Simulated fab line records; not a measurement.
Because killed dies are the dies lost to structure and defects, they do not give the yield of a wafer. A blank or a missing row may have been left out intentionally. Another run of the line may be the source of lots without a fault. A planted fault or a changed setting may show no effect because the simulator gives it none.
What tool caused it? | flow sfq-line | 40 wafers from 14 lots sampled at 4 of the route's 325 steps

== WHAT THE GAUGES READ, wafer by wafer ==
SFQ_M5_OVL_MEAS_932.
lot  | measured     | on         | M5_OVL (nm)
L614 | day 60 01:01 | overlay-01 | 5 4 5
L615 | day 60 11:49 | overlay-01 | -13 -3 -5
L616 | day 65 06:21 | overlay-02 | 8 -1 3
L617 | day 69 23:01 | overlay-01 | -4 0 0
L618 | day 70 02:37 | overlay-01 | -7 -6 -11
L619 | day 70 20:21 | overlay-01 | -13 0 -12
L620 | day 71 04:44 | overlay-01 | -2 -10 -5
L626 | day 74 01:23 | overlay-01 | -5 0
L627 | day 74 03:47 | overlay-01 | -11 -7
L632 | day 75 16:16 | overlay-01 | -14 -8 -9
L634 | day 75 19:52 | overlay-02 | 1 -5 3
L635 | day 76 00:40 | overlay-01 | 7 6 8
L636 | day 76 05:27 | overlay-02 | -5 -3 -7
L637 | day 76 07:52 | overlay-02 | 3 4 2

== EACH LOT AND THE TOOL THAT RAN IT (in order: tool; ch and the chambers of the sampled wafers; start) ==
lot  | SFQ_TRILAYER_I0_CMP_CMP_028   | SFQ_TRILAYER_I0_METRO_MEASURE_029 | SFQ_TRILAYER_I0_VIA_ETCH_VIA_ETCH_034
L614 | cmp-01 ch 1,2,3, day 11 21:03 | film-metro-02, day 11 23:40       | rie-diel-04 ch 1,2, day 17 09:52
L615 | cmp-01 ch 1,3, day 12 01:20   | film-metro-01, day 12 04:27       | rie-diel-01 ch 0,2,3, day 17 14:40
L616 | cmp-02 ch 1,3, day 12 12:44   | film-metro-02, day 12 15:51       | rie-diel-04 ch 1,2, day 18 05:11
L617 | cmp-01 ch 1,2, day 12 22:14   | film-metro-04, day 13 00:51       | rie-diel-04 ch 0,1,3, day 18 18:23
L618 | cmp-01 ch 1,2,3, day 13 09:03 | film-metro-02, day 13 11:40       | rie-diel-04 ch 0,2, day 19 06:23
L619 | cmp-01 ch 2,3, day 14 07:23   | film-metro-04, day 14 10:36       | rie-diel-03 ch 1,2, day 20 06:55
L620 | cmp-01 ch 0,3, day 14 15:53   | film-metro-01, day 14 19:00       | rie-diel-04 ch 0,2,3, day 20 15:14
L626 | cmp-01 ch 0,2, day 17 06:14   | film-metro-01, day 17 08:52       | rie-diel-03 ch 0,3, day 23 23:46
L627 | cmp-01 ch 1,3, day 17 10:10   | film-metro-02, day 17 12:47       | rie-diel-01 ch 1,3, day 24 08:05
L632 | cmp-02 ch 1,3, day 18 16:59   | film-metro-01, day 18 20:19       | rie-diel-04 ch 0,1,3, day 25 14:47
L634 | cmp-02 ch 0,1, day 20 03:29   | film-metro-04, day 20 06:31       | rie-diel-04 ch 1,2,3, day 26 20:47
L635 | cmp-01 ch 0,1,2, day 20 10:28 | film-metro-02, day 20 13:47       | rie-diel-03 ch 0,1,2, day 27 02:47
L636 | cmp-01 ch 0,1,3, day 20 22:44 | film-metro-02, day 21 01:22       | rie-diel-01 ch 0,1,3, day 27 15:59
L637 | cmp-02 ch 1,3, day 21 10:25   | film-metro-02, day 21 13:14       | rie-diel-01 ch 2,3, day 28 02:55
- SFQ_TRILAYER_I0_CMP_CMP_028: polishes SiO2.
- SFQ_TRILAYER_I0_METRO_MEASURE_029
- SFQ_TRILAYER_I0_VIA_ETCH_VIA_ETCH_034: etches SiO2 in CHF3, stops on Nb, target depth 260 nm.

== WHAT THE TOOLS THEMSELVES READ (means of the sampled wafers that have a number; where no wafer has one, the mark that the record gives instead) ==
SFQ_TRILAYER_I0_CMP_CMP_028.
lot  | tool   | motor-current-A (A) | slurry-filter-dp-kPa (kPa) | time-to-endpoint-s (s)
L614 | cmp-01 | 10.0                | 13.49                      | 222
L615 | cmp-01 | 10.2                | 13.52                      | 222
L616 | cmp-02 | 10.8                | 13.61                      | 223
L617 | cmp-01 | 10.0                | 13.52                      | 216
L618 | cmp-01 | 10.1                | 13.46                      | 218
L619 | cmp-01 | 9.9                 | 13.64                      | 226
L620 | cmp-01 | 10.2                | 13.56                      | 219
L626 | cmp-01 | 10.1                | 13.62                      | 244
L627 | cmp-01 | 10.4                | 13.57                      | 247
L632 | cmp-02 | 10.6                | 13.53                      | 210
L634 | cmp-02 | 10.1                | 13.38                      | 220
L635 | cmp-01 | 10.3                | 13.43                      | 214
L636 | cmp-01 | 10.1                | 13.50                      | 215
L637 | cmp-02 | 10.7                | 13.59                      | 225

SFQ_TRILAYER_I0_METRO_MEASURE_029.
lot  | tool          | thk-nm (nm)
L614 | film-metro-02 | 200.6
L615 | film-metro-01 | 200.9
L616 | film-metro-02 | 201.9
L617 | film-metro-04 | 199.6
L618 | film-metro-02 | 201.4
L619 | film-metro-04 | 199.7
L620 | film-metro-01 | 200.8
L626 | film-metro-01 | 253.6
L627 | film-metro-02 | 252.4
L632 | film-metro-01 | 199.7
L634 | film-metro-04 | 199.6
L635 | film-metro-02 | 199.6
L636 | film-metro-02 | 200.3
L637 | film-metro-02 | 200.4

SFQ_TRILAYER_I0_VIA_ETCH_VIA_ETCH_034.
lot  | tool        | drypump-motor-current-A (A) | oes-product-au (a.u.)
L614 | rie-diel-04 | 5.3                         | 0.856
L615 | rie-diel-01 | 5.8                         | 0.853
L616 | rie-diel-04 | 5.2                         | 0.864
L617 | rie-diel-04 | 5.4                         | 0.857
L618 | rie-diel-04 | 5.0                         | 0.858
L619 | rie-diel-03 | 5.6                         | 0.858
L620 | rie-diel-04 | 5.2                         | 0.854
L626 | rie-diel-03 | 5.4                         | 0.924
L627 | rie-diel-01 | 5.4                         | 0.916
L632 | rie-diel-04 | 5.5                         | 0.854
L634 | rie-diel-04 | 5.4                         | 0.852
L635 | rie-diel-03 | 5.6                         | 0.860
L636 | rie-diel-01 | 5.5                         | 0.850
L637 | rie-diel-01 | 6.1                         | 0.858

== THE ANSWER, worked out from the rows above alone ==
Rule: the usual values come from the lots themselves. The widest of any qualifying gaps counts: lots, ordered by their means at a reading, are off when they make up no more than a third of the lots, leave a main group of 4 or more, and stand apart from it by 3 or more times the standard deviation of that group's means. If all means in a main group match to the digits the tables above print for the reading, that group is not used. A lot without any number at a reading at which 4 lots or more have one is off too. Any other lot the step has rows for is counted as sound. The gauges are gone through in route order, then the tools' own readings, and for those a lot's mean is taken as printed above. At the first step where some lot is off, the reading lying furthest off is the one used; lots without a number count as furthest.
Off at SFQ_TRILAYER_I0_CMP_CMP_028 (time-to-endpoint-s): L626, L627. Mean 219 s and standard deviation 4.6 in the main group.
A tool fits if, at that step or a process step before it, it ran every lot that is off, and no sound lot after the first of them. Of those tried, none fits.

== WHAT THE SIMULATOR PUT IN ==
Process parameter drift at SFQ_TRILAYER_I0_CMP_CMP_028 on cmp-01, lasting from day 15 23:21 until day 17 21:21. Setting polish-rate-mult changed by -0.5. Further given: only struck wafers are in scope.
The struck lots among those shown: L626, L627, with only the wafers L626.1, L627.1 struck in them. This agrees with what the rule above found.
